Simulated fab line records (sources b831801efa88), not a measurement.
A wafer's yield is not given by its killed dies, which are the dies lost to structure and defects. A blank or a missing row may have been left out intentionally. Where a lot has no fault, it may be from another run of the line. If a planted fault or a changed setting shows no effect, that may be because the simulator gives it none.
fab line records	flow sky130
record lots=11	wafers=33	last-day=51
route steps=708 shown VT_ADJUST_HVTP@93 VT_ADJUST_PCH@152 GATE_OXIDE@188 POLY_CUT@315
lots with no fault: from the same line, run without faults
start-h: hours from the record's opening day to when the first of the lot's shown wafers began	wait-h: hours since the lot's step before	" the same as in the row above	L1.1+2: one row covering several wafers at once	- no value, or no start given	* or withheld: withheld	< > ~ a bound
route shown NAME@n: a module of which the file shows steps, and the number in the route of the first	usual: mean/standard deviation of fault-free wafers	same: alike in all rows	chamber/n: place in a boat	sites: each site's reading	_std_site: the standard deviation of these	_edge_site: inner sites' mean taken away from outer sites' mean	radius-mm: for every site, how far away it sits from the centre of the wafer	mask NAME#n: copy n	behind: the last tool/chamber to shape the wafer	hold: what put the lot on hold/how long, in hours/how the hold closed	device: whichever transistor did not switch (one of n, p or np)	end of line: tests run on the same wafers once the route is complete	a step given without rows: its recipe and nothing more	killed: the dies lost at the first sort to structure and to defects; this is not the yield of the wafer	map: a wafer's dies, x killed, . not, _ none there
set.NAME: setting as actually run; set.NAME@STEP: the setting as run at that earlier step	model.NAME: the simulator's own value behind a step, which no gauge read
the route's steps for a sample of lots (tables are steps, rows are wafers)
services: when a tool's chamber went out of use (start-h, in hours from the record's first day, below 0 if earlier), for how many hours, and the reason
## steps
# step SKY_VT_ADJUST_HVTP_OVL_MEAS_08
# usual VT_ADJUST_HVTP_OVL=-0.5/1.6
lot.wafer	tool	chamber	start-h	wait-h	VT_ADJUST_HVTP_OVL[nm]
L539.1	overlay-02	-	136.82	0.1	-2.6
L539.4	"	-	"	"	-1.0
L539.5	"	-	"	"	-0.4
L540.1	overlay-01	-	138.02	0.1	-1.8
L540.3	"	-	"	"	-0.4
L540.5	"	-	"	"	-1.4
L541.2	overlay-02	-	145.48	0.1	1.4
L541.5	"	-	"	"	1.0
L541.6	"	-	"	"	1.6
L542.3	overlay-02	-	148.63	0.1	1.3
L542.4	"	-	"	"	1.6
L542.5	"	-	"	"	-0.4
L543.2	overlay-02	-	153.83	0.1	1.5
L543.3	"	-	"	"	-0.6
L543.6	"	-	"	"	-0.1
L545.1	overlay-02	-	166.22	0.1	1.0
L545.2	"	-	"	"	1.1
L545.5	"	-	"	"	1.9
L546.1	overlay-02	-	174.17	0.1	1.1
L546.4	"	-	"	"	-0.2
L546.5	"	-	"	"	-0.2
L548.2	overlay-02	-	184.12	0.1	-0.8
L548.4	"	-	"	"	1.0
L548.6	"	-	"	"	0.3
L549.1	overlay-02	-	191.12	0.1	-0.3
L549.5	"	-	"	"	0.1
L549.6	"	-	"	"	-1.3
L560.1	overlay-01	-	266.72	0.1	-0.7
L560.3	"	-	"	"	-0.8
L560.6	"	-	"	"	0.8
L561.2	overlay-01	-	268.92	0.1	-2.8
L561.5	"	-	"	"	-2.8
L561.6	"	-	"	"	-2.5
# step SKY_VT_ADJUST_PCH_STRIP_09
# recipe chemistry=O2/N2	power-w=1400	pressure-mtorr=1500	platen-temp-c=withheld	o2-flow-sccm=3000	n2-flow-sccm=300	overash-fraction=0.5
# usual drypump-motor-current-A=5.6/0.33	oes-product-au=0.722/0.0043	strip-time-to-endpoint-s=36.92/0.12
lot.wafer	tool	chamber	start-h	wait-h	drypump-motor-current-A	oes-product-au	rf-hours-counter-h	strip-time-to-endpoint-s
L539.1	plasma-asher-01	0	245.84	0.1	5.0	0.726	55	36.88
L539.4	"	1	"	"	5.7	0.723	-	36.94
L539.5	"	1	"	"	5.7	0.723	-	36.92
L540.1	plasma-asher-03	1	246.99	0.1	5.6	0.722	42	36.97
L540.3	"	0	"	"	5.7	0.723	-	37.08
L540.5	"	0	"	"	5.7	0.726	-	36.88
L541.2	plasma-asher-01	0	256.54	0.1	5.0	0.728	56	36.92
L541.5	"	0	"	"	5.0	0.726	-	36.98
L541.6	"	1	"	"	5.7	0.729	-	36.88
L542.3	plasma-asher-03	0	259.02	0.1	5.7	0.726	-	36.81
L542.4	"	1	"	"	5.6	0.719	-	36.78
L542.5	"	0	"	"	5.7	0.720	-	36.76
L543.2	plasma-asher-01	0	268.33	0.1	5.0	0.719	57	37.02
L543.3	"	1	"	"	5.7	0.717	-	36.93
L543.6	"	0	"	"	5.0	0.717	-	37.04
L545.1	plasma-asher-03	1	282.53	0.1	5.6	0.724	45	36.81
L545.2	"	0	"	"	5.6	0.727	45	36.77
L545.5	"	0	"	"	5.7	0.721	-	36.91
L546.1	plasma-asher-01	1	290.28	0.1	5.7	0.724	59	36.76
L546.4	"	1	"	"	5.7	0.732	-	36.82
L546.5	"	0	"	"	5.0	0.727	-	36.83
L548.2	plasma-asher-04	0	300.93	0.1	6.2	0.724	61	36.93
L548.4	"	1	"	"	5.7	0.726	-	36.97
L548.6	"	0	"	"	6.2	0.710	-	37.01
L549.1	plasma-asher-03	0	309.83	0.1	5.7	0.731	48	36.91
L549.5	"	0	"	"	5.6	0.714	-	36.93
L549.6	"	1	"	"	5.6	0.729	-	36.79
L560.1	plasma-asher-04	1	403.98	0.1	5.7	0.720	71	37.03
L560.3	"	1	"	"	5.7	0.722	-	37.04
L560.6	"	0	"	"	6.2	0.720	-	37.11
L561.2	plasma-asher-04	1	408.28	0.1	5.7	0.724	72	37.04
L561.5	"	0	"	"	6.1	0.732	-	37.05
L561.6	"	1	"	"	5.7	0.719	-	36.97
# step SKY_GATE_OXIDE_OXIDATION_01
# recipe temp-c=900	ambient=O2	stabilise-s=600	purge-s=300	target-thk-a=102.68	ox-time-s=1473
# usual spike-tc-bottom-C=921.4/1.2	spike-tc-centre-C=899.6/0.96	spike-tc-lower-C=899.3/1	spike-tc-top-C=907.1/2.2	spike-tc-upper-C=900.2/1	tube-center-temp-C=900/0.087	tube_center_temp_C_max=902.3/0.35	zone-power-bottom-pct=27.17/0.29	zone-power-centre-pct=17.51/0.19
lot.wafer	tool	chamber	start-h	wait-h	spike-tc-bottom-C	spike-tc-centre-C	spike-tc-lower-C	spike-tc-top-C	spike-tc-upper-C	tube-center-temp-C	tube_center_temp_C_max	zone-power-bottom-pct	zone-power-centre-pct
L540.1	furnace-01	0	304.56	0.0	923.0	899.0	902.0	906.9	900.3	900.14	902.4	27.07	17.79
L540.3	"	0	"	"	924.1	900.9	899.7	903.5	900.3	900.06	902.1	27.29	17.70
L540.5	"	0	"	"	921.6	900.3	899.4	904.0	899.1	900.11	902.5	26.80	17.67
L539.1	furnace-02	0	305.19	0.4	920.9	899.2	899.4	907.9	900.4	900.04	902.3	27.70	17.54
L539.4	"	0	"	"	921.5	899.5	898.1	907.3	899.7	900.02	902.1	27.45	17.47
L539.5	"	0	"	"	921.0	902.1	898.5	907.2	900.4	900.01	902.4	26.98	17.31
L541.2	furnace-01	0	314.62	0.0	921.2	899.7	901.1	902.6	900.3	900.06	902.1	26.76	17.52
L541.5	"	0	"	"	922.6	901.0	898.2	904.7	901.3	899.88	902.2	27.33	17.32
L541.6	"	0	"	"	923.4	899.5	899.3	905.0	900.3	900.03	903.3	27.33	17.46
L542.3	furnace-02	0	316.40	0.9	920.6	900.6	897.8	908.4	900.0	899.94	902.4	27.72	17.28
L542.4	"	0	"	"	921.0	899.7	898.2	909.4	898.9	899.96	902.3	27.41	17.32
L542.5	"	0	"	"	920.5	899.4	898.4	910.0	899.3	899.96	902.0	27.66	17.43
L543.2	furnace-02	0	327.10	0.3	921.7	900.4	898.3	909.3	899.9	900.1	902.0	27.20	17.43
L543.3	"	0	"	"	918.7	899.4	899.5	909.8	900.7	899.93	902.9	27.48	17.30
L543.6	"	0	"	"	920.7	899.7	898.9	906.8	901.2	899.95	902.0	27.23	17.69
L545.1	furnace-02	0	343.27	0.6	920.2	897.6	899.9	909.4	899.5	899.85	902.1	27.09	17.21
L545.2	"	0	"	"	921.8	898.7	899.1	908.6	900.3	900.08	902.1	27.33	17.41
L545.5	"	0	"	"	921.1	898.3	898.6	908.2	901.6	900.22	902.9	27.28	17.34
L546.1	furnace-02	0	353.62	0.0	921.0	899.1	898.8	909.4	899.2	900.02	902.3	27.56	17.36
L546.4	"	0	"	"	918.8	899.7	899.5	909.5	902.6	900.05	901.9	27.55	17.51
L546.5	"	0	"	"	920.9	898.7	897.8	907.2	901.8	899.84	902.1	27.77	17.13
L548.2	furnace-01	0	361.63	1.0	920.4	900.0	898.9	905.7	899.0	900.05	902.4	26.90	17.48
L548.4	"	0	"	"	923.4	900.2	901.2	904.4	898.6	900	902.9	26.88	17.45
L548.6	"	0	"	"	921.5	900.2	899.5	906.0	899.8	900.02	903.0	26.37	17.64
L549.1	furnace-02	0	372.01	1.3	920.7	901.0	898.0	909.1	901.1	900.2	902.4	27.61	17.34
L549.5	"	0	"	"	920.4	901.3	897.6	908.6	901.2	899.92	902.0	27.36	17.39
L549.6	"	0	"	"	921.6	899.1	899.3	909.6	900.4	899.83	901.9	27.07	17.46
L560.1	furnace-02	0	472.63	0.0	908.0	886.8	886.2	897.9	886.6	886.73	889.1	26.02	17.22
L560.3	"	0	"	"	908.0	886.1	887.7	894.4	887.1	886.77	888.8	26.52	16.90
L560.6	"	0	"	"	907.8	886.0	885.5	896.4	887.2	886.59	889.4	26.73	16.98
L561.2	furnace-02	0	475.28	0.0	906.7	886.5	885.8	893.9	887.6	886.74	889.1	26.56	16.74
L561.5	"	0	"	"	907.0	887.8	884.6	895.8	886.1	886.7	888.9	26.41	16.98
L561.6	"	0	"	"	909.3	886.6	885.9	895.3	887.5	886.8	890.1	26.31	17.09
# step SKY_GATE_OXIDE_THK_MEAS_02
# recipe reads=SiO2_of_GATE_OXIDE_OXIDATION_01
# usual GATE_OXIDE_OXIDATION_00_THK=10.31/0.15
lot.wafer	tool	chamber	start-h	wait-h	GATE_OXIDE_OXIDATION_00_THK[nm]
L540.1	film-metro-04	-	305.97	0.0	10.24
L540.3	"	-	"	"	10.44
L540.5	"	-	"	"	10.27
L539.1	film-metro-04	-	306.60	0.0	10.03
L539.4	"	-	"	"	9.97
L539.5	"	-	"	"	10.18
L541.2	film-metro-01	-	316.04	0.0	10.10
L541.5	"	-	"	"	10.18
L541.6	"	-	"	"	10.26
L542.3	film-metro-01	-	317.83	0.0	10.20
L542.4	"	-	"	"	10.15
L542.5	"	-	"	"	10.11
L543.2	film-metro-01	-	328.52	0.0	10.09
L543.3	"	-	"	"	10.40
L543.6	"	-	"	"	10.29
L545.1	film-metro-01	-	344.68	0.0	10.54
L545.2	"	-	"	"	10.59
L545.5	"	-	"	"	10.66
L546.1	film-metro-04	-	355.03	0.0	10.54
L546.4	"	-	"	"	10.34
L546.5	"	-	"	"	10.26
L548.2	film-metro-04	-	363.05	0.0	10.24
L548.4	"	-	"	"	10.14
L548.6	"	-	"	"	10.40
L549.1	film-metro-02	-	373.41	0.0	10.46
L549.5	"	-	"	"	10.52
L549.6	"	-	"	"	10.54
L560.1	film-metro-02	-	474.04	0.0	9.04
L560.3	"	-	"	"	9.00
L560.6	"	-	"	"	8.94
L561.2	film-metro-02	-	476.70	0.0	8.68
L561.5	"	-	"	"	8.97
L561.6	"	-	"	"	8.73
# step SKY_POLY_CUT_CD_MEAS_08
# recipe target-cd-nm=270
# usual cd-nm=270.2/1.5
lot.wafer	tool	chamber	start-h	wait-h	cd-nm
L540.1	cd-sem-02	-	588.70	-	270.0
L540.3	"	-	"	"	271.9
L540.5	"	-	"	"	271.0
L539.1	cd-sem-02	-	589.50	-	269.0
L539.4	"	-	"	"	268.3
L539.5	"	-	"	"	268.9
L541.2	cd-sem-02	-	601.97	-	269.8
L541.5	"	-	"	"	268.6
L541.6	"	-	"	"	270.0
L542.3	cd-sem-01	-	604.04	-	273.1
L542.4	"	-	"	"	270.8
L542.5	"	-	"	"	273.5
L543.2	cd-sem-01	-	612.52	-	270.7
L543.3	"	-	"	"	270.4
L543.6	"	-	"	"	269.1
L545.1	cd-sem-02	-	632.13	-	268.9
L545.2	"	-	"	"	268.0
L545.5	"	-	"	"	268.7
L546.1	cd-sem-01	-	640.20	-	271.6
L546.4	"	-	"	"	272.1
L546.5	"	-	"	"	271.6
L548.2	cd-sem-01	-	646.64	-	271.5
L548.4	"	-	"	"	270.0
L548.6	"	-	"	"	271.2
L549.1	cd-sem-02	-	655.85	-	268.8
L549.5	"	-	"	"	270.8
L549.6	"	-	"	"	269.3
L560.1	cd-sem-01	-	750.53	-	273.4
L560.3	"	-	"	"	272.4
L560.6	"	-	"	"	271.9
L561.2	cd-sem-01	-	753.35	-	271.7
L561.5	"	-	"	"	268.6
L561.6	"	-	"	"	269.1
## services
tool	chamber	start-h	hours	kind
furnace-02	-	225.01	3.2	pm
plasma-asher-01	-	247.29	0.4	repair
plasma-asher-03	-	250.99	3.5	repair
furnace-01	-	259.09	4.0	pm
furnace-02	-	392.56	3.7	pm
furnace-02	-	418.98	3.9	pm
plasma-asher-04	-	420.62	2.8	pm
plasma-asher-04	-	423.37	9.0	pm
plasma-asher-04	0	423.37	9.0	vent-cycle
plasma-asher-04	1	423.37	9.0	vent-cycle
furnace-01	-	427.67	3.4	pm
plasma-asher-04	0	432.37	-	clean
plasma-asher-04	1	432.37	-	clean
## key
first-sign step=SKY_GATE_OXIDE_OXIDATION_01	reading=tube-center-temp-C	direction=down	sigmas=99+	usual=*	struck=*
effect step=SKY_GATE_OXIDE_OXIDATION_01	reading=tube_center_temp_C_max	direction=down	sigmas=37	usual=*	struck=*
effect step=SKY_GATE_OXIDE_THK_MEAS_02	reading=GATE_OXIDE_OXIDATION_00_THK	direction=down	sigmas=9.6	usual=10.31	struck=8.89
met-at SKY_GATE_OXIDE_OXIDATION_01
struck-lots L560,L561
tester-left-out L560,L561
not-acting-at SKY_VT_ADJUST_HVTP_OVL_MEAS_08,SKY_VT_ADJUST_PCH_STRIP_09,SKY_POLY_CUT_CD_MEAS_08
onset-between 372.01 472.63
fault kind=process-parameter-drift	tool=furnace-02	chamber=-	onset-h=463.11	steps=SKY_GATE_OXIDE_OXIDATION_01	channel=temp-c	offset=*	shape=step	end-h=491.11	acts-in=*	stated=*
# tester-left-out: of these lots the tester's yield and bins aren't shown, on N5 and GAA mostly nor the transistor test; their killed dies are dies lost to structure and defects alone, not to doping, threshold or leakage, so they don't give the yield
